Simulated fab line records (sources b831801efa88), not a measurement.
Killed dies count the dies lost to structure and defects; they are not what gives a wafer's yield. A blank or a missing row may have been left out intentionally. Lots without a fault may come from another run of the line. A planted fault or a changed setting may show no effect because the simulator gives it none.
fab line records -- flow gf180mcu -- part 1 of 2: steps 1 to 25 of 35
record lots=5, wafers=15, last-day=34
route steps=602 shown M3@424 V3@429 M4@456
lots untouched by any fault: they come from a run of this same line in which no faults occurred
start-h: hours from the record's opening day to when the first of the lot's shown wafers began -- wait-h: time in hours since the lot's previous step -- " unchanged from the row above -- L1.1+2: a row that stands for several wafers -- - no value, or no start was given -- * or withheld: withheld -- < > ~ a bound
route shown NAME@n: names a module that has steps shown in the file, with the first one's number in the route -- usual: mean/standard deviation taken from wafers without a fault -- same: alike in all rows -- chamber/n: place in a boat -- sites: each site's reading -- _std_site: standard deviation across them -- _edge_site: inner sites' mean taken away from outer sites' mean -- radius-mm: for every site, how far away it sits from the centre of the wafer -- mask NAME#n: copy n -- behind: the last tool/chamber to shape the wafer -- hold: what put the lot on hold/how long, in hours/how the hold closed -- device: the n, p or np transistor that did not switch -- end of line: the route-end tests of the same wafers -- where a step has no rows: the recipe by itself -- killed: the dies lost at the first sort to structure and to defects; this is not the yield of the wafer -- map: the dies of a wafer, with x for killed, . for not killed, _ for no die there
set.NAME: setting as actually run; set.NAME@STEP: the setting as run at that earlier step -- model.NAME: the simulator's own value behind a step, which no gauge read
certain route steps with their lots: each step a table, each wafer a row
services: from which hour (start-h, from the record's first day; less than 0 if before it) a tool's chamber was out of use, for how many hours, and why
## steps
# step GF_M3_OVL_MEAS_15
# usual M3_OVL=-1/7.1
lot.wafer,tool,chamber,start-h,wait-h,M3_OVL[nm]
L079.2,overlay-02,-,531.82,0.1,0
L079.3,overlay-02,-,531.82,0.1,5
L079.6,overlay-02,-,531.82,0.1,-1
L088.4,overlay-01,-,606.93,0.1,0
L088.5,overlay-01,-,606.93,0.1,0
L088.6,overlay-01,-,606.93,0.1,2
L092.1,overlay-02,-,635.41,0.1,-17
L092.4,overlay-02,-,635.41,0.1,-13
L092.5,overlay-02,-,635.41,0.1,-12
L094.1,overlay-02,-,652.07,0.1,5
L094.2,overlay-02,-,652.07,0.1,-3
L094.5,overlay-02,-,652.07,0.1,-3
L096.1,overlay-02,-,659.84,0.1,-1
L096.4,overlay-02,-,659.84,0.1,-2
L096.5,overlay-02,-,659.84,0.1,-5
# step GF_M3_METAL_ETCH_16
# recipe chemistry=Cl2/BCl3, mask-material=KrF, target-depth-nm=750.8, stop-on=SiO2, pressure-mtorr=8, icp-w=800, bias-w=140, Cl2_flow_sccm=80, bcl3-flow-sccm=40, time-s=125.1
# usual drypump-motor-current-A=6.0/0.5, he-backside-leak-sccm=3.3/0.4, oes-product-au=0.984/0.0094, throttle-valve-pct=28.237/0.012
lot.wafer,tool,chamber,start-h,wait-h,drypump-motor-current-A,he-backside-leak-sccm,oes-product-au,rf-hours-counter-h,throttle-valve-pct
L079.2,rie-metal-04,0,531.85,0.0,5.5,3.4,0.982,9,28.231
L079.3,rie-metal-04,0,531.85,0.0,5.5,3.1,0.970,-,28.250
L079.6,rie-metal-04,1,531.85,0.0,5.7,3.5,0.977,-,28.254
L088.4,rie-metal-04,0,606.99,0.1,5.5,3.3,0.976,-,28.247
L088.5,rie-metal-04,1,606.99,0.1,5.7,3.2,0.980,-,28.247
L088.6,rie-metal-04,0,606.99,0.1,5.5,3.2,0.969,-,28.253
L092.1,rie-metal-03,0,635.45,0.0,5.9,3.1,0.984,3,28.240
L092.4,rie-metal-03,1,635.45,0.0,6.7,3.4,0.965,-,28.244
L092.5,rie-metal-03,1,635.45,0.0,6.7,3.5,0.971,-,28.260
L094.1,rie-metal-03,1,652.10,0.0,6.7,3.5,0.975,14,28.254
L094.2,rie-metal-03,0,652.10,0.0,5.9,2.9,0.985,3,28.244
L094.5,rie-metal-03,1,652.10,0.0,6.7,3.5,0.968,-,28.255
L096.1,rie-metal-04,0,659.88,0.0,5.5,3.1,0.975,14,28.251
L096.4,rie-metal-04,0,659.88,0.0,5.5,3.0,0.972,-,28.252
L096.5,rie-metal-04,1,659.88,0.0,5.7,3.6,0.970,-,28.260
# step GF_M3_STRIP_17
# recipe chemistry=O2/N2, power-w=1400, pressure-mtorr=1500, platen-temp-c=250, o2-flow-sccm=3000, n2-flow-sccm=300, overash-fraction=0.5
# usual drypump-motor-current-A=5.6/0.53, heater-power-w=357/37, oes-product-au=0.539/0.0053, strip-time-to-endpoint-s=7.43/0.072
lot.wafer,tool,chamber,start-h,wait-h,drypump-motor-current-A,heater-power-w,oes-product-au,rf-hours-counter-h,strip-time-to-endpoint-s
L079.2,plasma-asher-01,0,531.98,0.1,6.5,379,0.534,87,7.50
L079.3,plasma-asher-01,1,531.98,0.1,5.7,348,0.540,-,7.55
L079.6,plasma-asher-01,1,531.98,0.1,5.7,349,0.552,-,7.54
L088.4,plasma-asher-01,0,607.11,0.1,6.5,384,0.543,-,7.54
L088.5,plasma-asher-01,1,607.11,0.1,5.6,353,0.549,-,7.51
L088.6,plasma-asher-01,0,607.11,0.1,6.5,373,0.543,-,7.52
L092.1,plasma-asher-01,1,635.57,0.1,5.7,354,0.540,98,7.47
L092.4,plasma-asher-01,0,635.57,0.1,6.5,382,0.554,-,7.54
L092.5,plasma-asher-01,1,635.57,0.1,5.7,358,0.542,-,7.54
L094.1,plasma-asher-04,0,652.23,0.1,5.3,325,0.547,24,7.56
L094.2,plasma-asher-04,1,652.23,0.1,5.8,344,0.549,24,7.46
L094.5,plasma-asher-04,0,652.23,0.1,5.3,314,0.542,-,7.55
L096.1,plasma-asher-03,1,660.01,0.1,5.7,322,0.541,60,7.48
L096.4,plasma-asher-03,1,660.01,0.1,5.7,323,0.541,-,7.49
L096.5,plasma-asher-03,1,660.01,0.1,5.7,319,0.539,-,7.48
# step GF_M3_STRIP_18
# recipe chemistry=post-etch-residue-remover, time-s=1200, temp-c=72.5
# usual bath-guard-temp-C=72.3/0.64
lot.wafer,tool,chamber,start-h,wait-h,bath-guard-temp-C
L079.2,wet-bench-04,3,532.08,0.1,72.8
L079.3,wet-bench-04,3,532.08,0.1,72.6
L079.6,wet-bench-04,3,532.08,0.1,72.9
L088.4,wet-bench-02,1,607.17,0.0,72.4
L088.5,wet-bench-02,1,607.17,0.0,73.2
L088.6,wet-bench-02,1,607.17,0.0,72.4
L092.1,wet-bench-02,0,635.67,0.1,71.3
L092.4,wet-bench-02,0,635.67,0.1,71.4
L092.5,wet-bench-02,0,635.67,0.1,71.6
L094.1,wet-bench-04,1,652.33,0.1,71.7
L094.2,wet-bench-04,1,652.33,0.1,71.9
L094.5,wet-bench-04,1,652.33,0.1,71.3
L096.1,wet-bench-04,1,660.11,0.1,71.3
L096.4,wet-bench-04,1,660.11,0.1,72.1
L096.5,wet-bench-04,1,660.11,0.1,71.6
# step GF_M3_CLEAN_19
# recipe chemistry=DIW, dry=n2-spin
lot.wafer,tool,chamber,start-h,wait-h
L079.2+3+6,wet-bench-01,2,532.49,0.0
L088.4+5+6,wet-bench-01,0,607.55,0.0
L092.1+4+5,wet-bench-01,3,636.02,0.0
L094.1+2+5,wet-bench-01,2,652.67,0.0
L096.1+4+5,wet-bench-02,3,660.45,0.0
# step GF_V3_CVD_00
# recipe material=SiO2, target-thk-nm=600, sigma-open-frac=0.3, temp-c=400, time-s=100, sih4-flow-sccm=60, pressure-mtorr=6
lot.wafer,tool,chamber,start-h,wait-h
L079.2+3+6,hdpcvd-01,"2,1,1",532.58,0.0
L088.4+5+6,hdpcvd-02,"2,1,0",607.68,0.0
L092.1+4+5,hdpcvd-01,"0,0,1",636.12,0.0
L094.1+2+5,hdpcvd-02,"2,0,0",652.86,0.0
L096.1+4+5,hdpcvd-01,"1,2,1",660.55,0.0
# step GF_V3_THK_MEAS_01
# recipe reads=SiO2_of_V3_CVD_00
# usual V3_CVD_00_THK=600/7.7
lot.wafer,tool,chamber,start-h,wait-h,V3_CVD_00_THK[nm]
L079.2,film-metro-01,-,532.66,0.0,601
L079.3,film-metro-01,-,532.66,0.0,595
L079.6,film-metro-01,-,532.66,0.0,601
L088.4,film-metro-03,-,607.75,0.0,602
L088.5,film-metro-03,-,607.75,0.0,605
L088.6,film-metro-03,-,607.75,0.0,599
L092.1,film-metro-01,-,636.19,0.0,608
L092.4,film-metro-01,-,636.19,0.0,607
L092.5,film-metro-01,-,636.19,0.0,605
L094.1,film-metro-03,-,652.93,0.0,613
L094.2,film-metro-03,-,652.93,0.0,600
L094.5,film-metro-03,-,652.93,0.0,601
L096.1,film-metro-04,-,660.66,0.1,586
L096.4,film-metro-04,-,660.66,0.1,586
L096.5,film-metro-04,-,660.66,0.1,591
# step GF_V3_CVD_02
# recipe material=SiO2, target-thk-nm=850, precursor=TEOS, temp-c=400, time-s=94.851, rf-w=600
# usual heater-power-w=666/68
lot.wafer,tool,chamber,start-h,wait-h,heater-power-w
L079.2,pecvd-04,1,532.71,0.0,661
L079.3,pecvd-04,2,532.71,0.0,649
L079.6,pecvd-04,0,532.71,0.0,643
L088.4,pecvd-01,2,607.81,0.1,657
L088.5,pecvd-01,1,607.81,0.1,639
L088.6,pecvd-01,0,607.81,0.1,722
L092.1,pecvd-01,0,636.25,0.1,797
L092.4,pecvd-01,1,636.25,0.1,700
L092.5,pecvd-01,2,636.25,0.1,659
L094.1,pecvd-01,0,652.99,0.1,666
L094.2,pecvd-01,2,652.99,0.1,574
L094.5,pecvd-01,0,652.99,0.1,699
L096.1,pecvd-02,2,660.72,0.1,734
L096.4,pecvd-02,2,660.72,0.1,554
L096.5,pecvd-02,1,660.72,0.1,712
# step GF_V3_THK_MEAS_03
# recipe reads=SiO2_of_V3_CVD_02
# usual V3_CVD_02_THK=846/14
lot.wafer,tool,chamber,start-h,wait-h,V3_CVD_02_THK[nm]
L079.2,film-metro-03,-,532.79,0.0,831
L079.3,film-metro-03,-,532.79,0.0,811
L079.6,film-metro-03,-,532.79,0.0,859
L088.4,film-metro-04,-,607.88,0.0,847
L088.5,film-metro-04,-,607.88,0.0,875
L088.6,film-metro-04,-,607.88,0.0,847
L092.1,film-metro-04,-,636.33,0.0,830
L092.4,film-metro-04,-,636.33,0.0,861
L092.5,film-metro-04,-,636.33,0.0,852
L094.1,film-metro-01,-,653.06,0.0,840
L094.2,film-metro-01,-,653.06,0.0,854
L094.5,film-metro-01,-,653.06,0.0,858
L096.1,film-metro-03,-,660.79,0.0,837
L096.4,film-metro-03,-,660.79,0.0,854
L096.5,film-metro-03,-,660.79,0.0,854
# step GF_V3_CMP_04
# recipe material=SiO2, down-force-psi=4, platen-rpm=60, pad-velocity-m-s=0.94248
# usual motor-current-A=12.5/1.6, slurry-filter-dp-kPa=13.50/0.13, time-to-endpoint-s=77/6.5
lot.wafer,tool,chamber,start-h,wait-h,motor-current-A,slurry-filter-dp-kPa,time-to-endpoint-s
L079.3,cmp-02,1,532.84,0.0,15.0,13.48,65
L079.2,cmp-02,2,532.84,0.0,11.5,13.46,63
L079.6,cmp-02,1,532.84,0.0,14.8,13.54,83
L088.4,cmp-01,3,607.96,0.1,10.4,13.67,80
L088.6,cmp-01,2,607.96,0.1,14.5,13.53,79
L088.5,cmp-01,3,607.96,0.1,10.5,13.53,91
L092.4,cmp-02,2,636.44,0.1,12.1,13.63,78
L092.1,cmp-02,0,636.44,0.1,11.0,13.50,69
L092.5,cmp-02,2,636.44,0.1,12.3,13.68,71
L094.2,cmp-02,3,653.22,0.1,14.2,13.46,82
L094.1,cmp-02,0,653.22,0.1,10.6,13.31,72
L094.5,cmp-02,1,653.22,0.1,14.9,13.61,83
L096.1,cmp-01,1,660.95,0.1,12.8,13.56,74
L096.4,cmp-01,2,660.95,0.1,14.0,13.34,85
L096.5,cmp-01,0,660.95,0.1,11.8,13.74,86
# step GF_V3_BOW_MEAS_05
# recipe mode=bow
# usual V3_BOW=114/7.4
lot.wafer,tool,chamber,start-h,wait-h,V3_BOW[um]
L079.2,film-metro-03,-,533.16,0.2,109
L079.3,film-metro-03,-,533.16,0.2,119
L079.6,film-metro-03,-,533.16,0.2,109
L088.4,film-metro-03,-,608.27,0.3,111
L088.5,film-metro-03,-,608.27,0.3,121
L088.6,film-metro-03,-,608.27,0.3,113
L092.1,film-metro-03,-,636.69,0.1,124
L092.4,film-metro-03,-,636.69,0.1,127
L092.5,film-metro-03,-,636.69,0.1,125
L094.1,film-metro-01,-,653.42,0.1,112
L094.2,film-metro-01,-,653.42,0.1,126
L094.5,film-metro-01,-,653.42,0.1,113
L096.1,film-metro-04,-,661.15,0.1,105
L096.4,film-metro-04,-,661.15,0.1,113
L096.5,film-metro-04,-,661.15,0.1,109
# step GF_V3_DEHYDRATE_06
# recipe temp-c=200, time-s=60
# usual exhaust-pa=44.7/0.86
lot.wafer,tool,chamber,start-h,wait-h,exhaust-pa
L079.2,litho-track-03,0,544.27,11.1,45.4
L079.3,litho-track-03,0,544.27,11.1,43.8
L079.6,litho-track-03,0,544.27,11.1,44.7
L088.4,litho-track-01,0,617.85,9.6,45.6
L088.5,litho-track-01,0,617.85,9.6,46.4
L088.6,litho-track-01,0,617.85,9.6,46.1
L092.1,litho-track-01,0,646.02,9.3,44.5
L092.4,litho-track-01,0,646.02,9.3,43.9
L092.5,litho-track-01,0,646.02,9.3,44.8
L094.1,litho-track-04,0,662.84,9.4,44.0
L094.2,litho-track-04,0,662.84,9.4,45.1
L094.5,litho-track-04,0,662.84,9.4,45.8
L096.1,litho-track-03,0,670.74,9.6,44.9
L096.4,litho-track-03,0,670.74,9.6,45.7
L096.5,litho-track-03,0,670.74,9.6,43.6
# step GF_V3_HMDS_07
# recipe prime-time-s=60, prime-temp-c=120
# usual exhaust-pa=45.0/0.78
lot.wafer,tool,chamber,start-h,wait-h,exhaust-pa
L079.2,litho-track-03,0,544.42,0.1,43.9
L079.3,litho-track-03,0,544.42,0.1,45.0
L079.6,litho-track-03,0,544.42,0.1,43.8
L088.4,litho-track-01,0,618.00,0.1,43.6
L088.5,litho-track-01,0,618.00,0.1,44.6
L088.6,litho-track-01,0,618.00,0.1,44.6
L092.1,litho-track-01,0,646.17,0.1,45.6
L092.4,litho-track-01,0,646.17,0.1,45.9
L092.5,litho-track-01,0,646.17,0.1,46.1
L094.1,litho-track-04,0,662.99,0.1,44.7
L094.2,litho-track-04,0,662.99,0.1,45.0
L094.5,litho-track-04,0,662.99,0.1,45.1
L096.1,litho-track-03,0,670.89,0.1,45.1
L096.4,litho-track-03,0,670.89,0.1,45.4
L096.5,litho-track-03,0,670.89,0.1,46.3
# step GF_V3_COAT_08
# recipe resist=BARC, temp-c=withheld, time-s=withheld, spin-rpm=withheld, resist-thk-nm=withheld
# usual exhaust-pa=45.2/0.92
lot.wafer,tool,chamber,start-h,wait-h,exhaust-pa
L079.2,litho-track-03,0,544.57,0.1,45.2
L079.3,litho-track-03,0,544.57,0.1,45.8
L079.6,litho-track-03,0,544.57,0.1,46.0
L088.4,litho-track-01,0,618.15,0.1,45.3
L088.5,litho-track-01,0,618.15,0.1,45.7
L088.6,litho-track-01,0,618.15,0.1,45.5
L092.1,litho-track-01,0,646.32,0.1,46.0
L092.4,litho-track-01,0,646.32,0.1,45.3
L092.5,litho-track-01,0,646.32,0.1,44.8
L094.1,litho-track-04,0,663.14,0.1,45.4
L094.2,litho-track-04,0,663.14,0.1,43.8
L094.5,litho-track-04,0,663.14,0.1,43.7
L096.1,litho-track-03,0,671.04,0.1,46.2
L096.4,litho-track-03,0,671.04,0.1,44.8
L096.5,litho-track-03,0,671.04,0.1,45.1
# step GF_V3_COAT_09
# recipe resist=KrF, spin-rpm=withheld, resist-thk-nm=1000
# usual exhaust-pa=45.0/0.85
lot.wafer,tool,chamber,start-h,wait-h,exhaust-pa
L079.2,litho-track-03,0,-,-,44.2
L079.3,litho-track-03,0,-,-,45.1
L079.6,litho-track-03,0,-,-,45.7
L088.4,litho-track-01,0,-,-,45.4
L088.5,litho-track-01,0,-,-,45.7
L088.6,litho-track-01,0,-,-,45.7
L092.1,litho-track-01,0,-,-,44.9
L092.4,litho-track-01,0,-,-,45.0
L092.5,litho-track-01,0,-,-,45.6
L094.1,litho-track-04,0,-,-,46.3
L094.2,litho-track-04,0,-,-,45.7
L094.5,litho-track-04,0,-,-,44.5
L096.1,litho-track-03,0,-,-,46.3
L096.4,litho-track-03,0,-,-,45.3
L096.5,litho-track-03,0,-,-,44.8
# step GF_V3_SOFTBAKE_10
# recipe temp-c=130.6, time-s=60, resist=KrF
# usual exhaust-pa=44.8/0.83
lot.wafer,tool,chamber,start-h,wait-h,exhaust-pa
L079.2,litho-track-03,0,-,-,44.0
L079.3,litho-track-03,0,-,-,45.1
L079.6,litho-track-03,0,-,-,45.8
L088.4,litho-track-01,0,-,-,45.4
L088.5,litho-track-01,0,-,-,46.4
L088.6,litho-track-01,0,-,-,45.8
L092.1,litho-track-01,0,-,-,44.3
L092.4,litho-track-01,0,-,-,46.2
L092.5,litho-track-01,0,-,-,45.9
L094.1,litho-track-04,0,-,-,45.9
L094.2,litho-track-04,0,-,-,43.8
L094.5,litho-track-04,0,-,-,44.8
L096.1,litho-track-03,0,-,-,44.1
L096.4,litho-track-03,0,-,-,44.4
L096.5,litho-track-03,0,-,-,45.2
# step GF_V3_EXPOSE_11
# recipe mask-id=Via3, target-cd-nm=260, na=0.68, source-shape=conventional, sigma-outer=0.6, dose-mj=38
# usual stage-vel-mm-s=500.04/0.25
# same na=0.68
lot.wafer,tool,chamber,start-h,wait-h,mask,stage-vel-mm-s
L079.2,krf-scanner-01,0,-,-,Via3#0,499.51
L079.3,krf-scanner-01,0,-,-,Via3#0,500.06
L079.6,krf-scanner-01,0,-,-,Via3#0,500.16
L088.4,krf-scanner-01,0,-,-,Via3#0,500.40
L088.5,krf-scanner-01,0,-,-,Via3#0,500.08
L088.6,krf-scanner-01,0,-,-,Via3#0,499.72
L092.1,krf-scanner-02,0,-,-,Via3#0,499.76
L092.4,krf-scanner-02,0,-,-,Via3#0,500.01
L092.5,krf-scanner-02,0,-,-,Via3#0,500.06
L094.1,krf-scanner-02,0,-,-,Via3#0,500.11
L094.2,krf-scanner-02,0,-,-,Via3#0,500.09
L094.5,krf-scanner-02,0,-,-,Via3#0,499.89
L096.1,krf-scanner-01,0,-,-,Via3#0,499.85
L096.4,krf-scanner-01,0,-,-,Via3#0,499.44
L096.5,krf-scanner-01,0,-,-,Via3#0,499.11
# step GF_V3_PEB_12
# recipe peb-temp-c=135, peb-time-s=90, resist=KrF
# usual exhaust-pa=45.2/0.89
lot.wafer,tool,chamber,start-h,wait-h,exhaust-pa
L079.2,litho-track-03,0,-,-,44.7
L079.3,litho-track-03,0,-,-,45.8
L079.6,litho-track-03,0,-,-,44.9
L088.4,litho-track-04,0,-,-,45.8
L088.5,litho-track-04,0,-,-,46.4
L088.6,litho-track-04,0,-,-,47.1
L092.1,litho-track-01,0,-,-,47.1
L092.4,litho-track-01,0,-,-,45.4
L092.5,litho-track-01,0,-,-,46.9
L094.1,litho-track-03,0,-,-,45.5
L094.2,litho-track-03,0,-,-,45.1
L094.5,litho-track-03,0,-,-,45.1
L096.1,litho-track-03,0,-,-,44.8
L096.4,litho-track-03,0,-,-,44.1
L096.5,litho-track-03,0,-,-,45.2
# step GF_V3_DEVELOP_13
# recipe develop-time-s=60, resist=KrF, dev-temp-c=21
# usual exhaust-pa=45.2/0.85
lot.wafer,tool,chamber,start-h,wait-h,exhaust-pa
L079.2,litho-track-03,0,555.97,0.2,45.9
L079.3,litho-track-03,0,555.97,0.2,44.0
L079.6,litho-track-03,0,555.97,0.2,45.3
L088.4,litho-track-04,0,628.66,0.1,45.2
L088.5,litho-track-04,0,628.66,0.1,46.5
L088.6,litho-track-04,0,628.66,0.1,45.2
L092.1,litho-track-01,0,656.12,0.2,44.8
L092.4,litho-track-01,0,656.12,0.2,43.3
L092.5,litho-track-01,0,656.12,0.2,45.3
L094.1,litho-track-03,0,672.64,0.2,46.2
L094.2,litho-track-03,0,672.64,0.2,46.0
L094.5,litho-track-03,0,672.64,0.2,45.5
L096.1,litho-track-03,0,680.84,0.2,45.6
L096.4,litho-track-03,0,680.84,0.2,45.3
L096.5,litho-track-03,0,680.84,0.2,46.9
# step GF_V3_CD_MEAS_14
# recipe target-cd-nm=260
# usual cd-nm=259.9/1.3
lot.wafer,tool,chamber,start-h,wait-h,cd-nm
L079.2,cd-sem-01,-,556.11,0.1,258.8
L079.3,cd-sem-01,-,556.11,0.1,258.9
L079.6,cd-sem-01,-,556.11,0.1,259.5
L088.4,cd-sem-02,-,628.80,0.1,260.4
L088.5,cd-sem-02,-,628.80,0.1,261.0
L088.6,cd-sem-02,-,628.80,0.1,260.8
L092.1,cd-sem-01,-,656.33,0.2,259.0
L092.4,cd-sem-01,-,656.33,0.2,258.1
L092.5,cd-sem-01,-,656.33,0.2,260.0
L094.1,cd-sem-02,-,672.81,0.1,259.7
L094.2,cd-sem-02,-,672.81,0.1,259.2
L094.5,cd-sem-02,-,672.81,0.1,258.5
L096.1,cd-sem-02,-,680.99,0.1,260.3
L096.4,cd-sem-02,-,680.99,0.1,260.9
L096.5,cd-sem-02,-,680.99,0.1,260.6
# step GF_V3_OVL_MEAS_15
# usual V3_OVL=-3/5.4
lot.wafer,tool,chamber,start-h,wait-h,V3_OVL[nm]
L079.2,overlay-02,-,556.22,0.1,3
L079.3,overlay-02,-,556.22,0.1,5
L079.6,overlay-02,-,556.22,0.1,0
L088.4,overlay-01,-,628.88,0.1,8
L088.5,overlay-01,-,628.88,0.1,1
L088.6,overlay-01,-,628.88,0.1,4
L092.1,overlay-01,-,656.45,0.1,-3
L092.4,overlay-01,-,656.45,0.1,-1
L092.5,overlay-01,-,656.45,0.1,-5
L094.1,overlay-01,-,672.93,0.1,-5
L094.2,overlay-01,-,672.93,0.1,-10
L094.5,overlay-01,-,672.93,0.1,-4
L096.1,overlay-01,-,681.11,0.1,-8
L096.4,overlay-01,-,681.11,0.1,-1
L096.5,overlay-01,-,681.11,0.1,-1
# step GF_V3_ETCH_16
# recipe chemistry=N2/H2, target-depth-a=withheld, overetch-a=withheld, time-s=withheld, target=BARC, ion-energy-ev=200, source-w=500, bias-w=100, pressure-mtorr=30, n2-flow-sccm=100, h2-flow-sccm=200
# usual drypump-motor-current-A=5.6/0.58, oes-product-au=0.856/0.0049, throttle-valve-pct=13.225/0.0094
lot.wafer,tool,chamber,start-h,wait-h,drypump-motor-current-A,oes-product-au,throttle-valve-pct
L079.2,rie-diel-04,0,556.25,0.0,5.1,0.850,13.208
L079.3,rie-diel-04,1,556.25,0.0,6.3,0.859,13.238
L079.6,rie-diel-04,1,556.25,0.0,6.3,0.850,13.213
L088.4,rie-diel-04,3,628.89,0.0,5.1,0.855,13.234
L088.5,rie-diel-04,0,628.89,0.0,5.1,0.862,13.227
L088.6,rie-diel-04,3,628.89,0.0,5.1,0.857,13.237
L092.1,rie-diel-04,3,656.49,0.0,5.1,0.852,13.238
L092.4,rie-diel-04,2,656.49,0.0,5.2,0.854,13.233
L092.5,rie-diel-04,0,656.49,0.0,5.1,0.857,13.219
L094.1,rie-diel-04,1,672.96,0.0,6.3,0.860,13.230
L094.2,rie-diel-04,3,672.96,0.0,5.1,0.852,13.236
L094.5,rie-diel-04,0,672.96,0.0,5.1,0.857,13.215
L096.1,rie-diel-03,1,681.14,0.0,5.3,0.861,13.225
L096.4,rie-diel-03,3,681.14,0.0,5.2,0.845,13.218
L096.5,rie-diel-03,2,681.14,0.0,4.7,0.853,13.221
# step GF_V3_ETCH_17
# recipe chemistry=C4F8/O2/Ar, mask-material=KrF, target=SiO2, stop-on=TiN, source-w=1500, bias-w=1200, pressure-mtorr=40, c4f8-flow-sccm=withheld, O2_flow_sccm=6, Ar_flow_sccm=300, time-s=withheld, target-depth-a=6350
# usual oes-product-au=0.856/0.0043
lot.wafer,tool,chamber,start-h,wait-h,oes-product-au
L079.2,rie-diel-04,0,-,-,0.864
L079.3,rie-diel-04,1,-,-,0.861
L079.6,rie-diel-04,1,-,-,0.861
L088.4,rie-diel-04,3,-,-,0.856
L088.5,rie-diel-04,0,-,-,0.860
L088.6,rie-diel-04,3,-,-,0.849
L092.1,rie-diel-04,3,-,-,0.856
L092.4,rie-diel-04,2,-,-,0.848
L092.5,rie-diel-04,0,-,-,0.847
L094.1,rie-diel-04,1,-,-,0.850
L094.2,rie-diel-04,3,-,-,0.863
L094.5,rie-diel-04,0,-,-,0.854
L096.1,rie-diel-03,1,-,-,0.858
L096.4,rie-diel-03,3,-,-,0.860
L096.5,rie-diel-03,2,-,-,0.864
# step GF_V3_STRIP_18
# recipe chemistry=O2/N2, power-w=1400, pressure-mtorr=1500, platen-temp-c=250, o2-flow-sccm=3000, n2-flow-sccm=300, overash-fraction=0.5
# usual drypump-motor-current-A=5.7/0.43, heater-power-w=363/21, oes-product-au=0.592/0.0057
lot.wafer,tool,chamber,start-h,wait-h,drypump-motor-current-A,heater-power-w,oes-product-au,rf-hours-counter-h
L079.2,plasma-asher-01,1,556.38,-,5.7,358,0.603,89
L079.3,plasma-asher-01,1,556.38,-,5.7,355,0.580,-
L079.6,plasma-asher-01,0,556.38,-,6.5,389,0.596,-
L088.4,plasma-asher-01,1,629.06,-,5.6,358,0.585,-
L088.5,plasma-asher-01,1,629.06,-,5.7,349,0.594,-
L088.6,plasma-asher-01,0,629.06,-,6.5,378,0.590,-
L092.1,plasma-asher-02,1,656.61,-,5.6,359,0.591,87
L092.4,plasma-asher-02,0,656.61,-,5.2,381,0.592,-
L092.5,plasma-asher-02,0,656.61,-,5.3,384,0.596,-
L094.1,plasma-asher-01,0,673.09,-,6.5,392,0.582,101
L094.2,plasma-asher-01,1,673.09,-,5.7,353,0.577,101
L094.5,plasma-asher-01,1,673.09,-,5.7,352,0.588,-
L096.1,plasma-asher-02,0,681.27,-,5.3,388,0.598,90
L096.4,plasma-asher-02,1,681.27,-,5.6,361,0.595,-
L096.5,plasma-asher-02,1,681.27,-,5.6,356,0.588,-
# step GF_V3_STRIP_19
# recipe chemistry=post-etch-residue-remover, time-s=1200, temp-c=72.5
# usual bath-guard-temp-C=72.3/0.62
lot.wafer,tool,chamber,start-h,wait-h,bath-guard-temp-C
L079.2,wet-bench-02,3,556.48,0.1,73.1
L079.3,wet-bench-02,3,556.48,0.1,72.6
L079.6,wet-bench-02,3,556.48,0.1,72.5
L088.4,wet-bench-02,3,629.12,0.0,72.8
L088.5,wet-bench-02,3,629.12,0.0,72.5
L088.6,wet-bench-02,3,629.12,0.0,72.6
L092.1,wet-bench-03,3,656.71,0.1,73.2
L092.4,wet-bench-03,3,656.71,0.1,73.0
L092.5,wet-bench-03,3,656.71,0.1,73.4
L094.1,wet-bench-02,2,673.19,0.1,71.8
L094.2,wet-bench-02,2,673.19,0.1,71.4
L094.5,wet-bench-02,2,673.19,0.1,71.8
L096.1,wet-bench-02,3,681.37,0.1,72.6
L096.4,wet-bench-02,3,681.37,0.1,72.4
L096.5,wet-bench-02,3,681.37,0.1,72.5
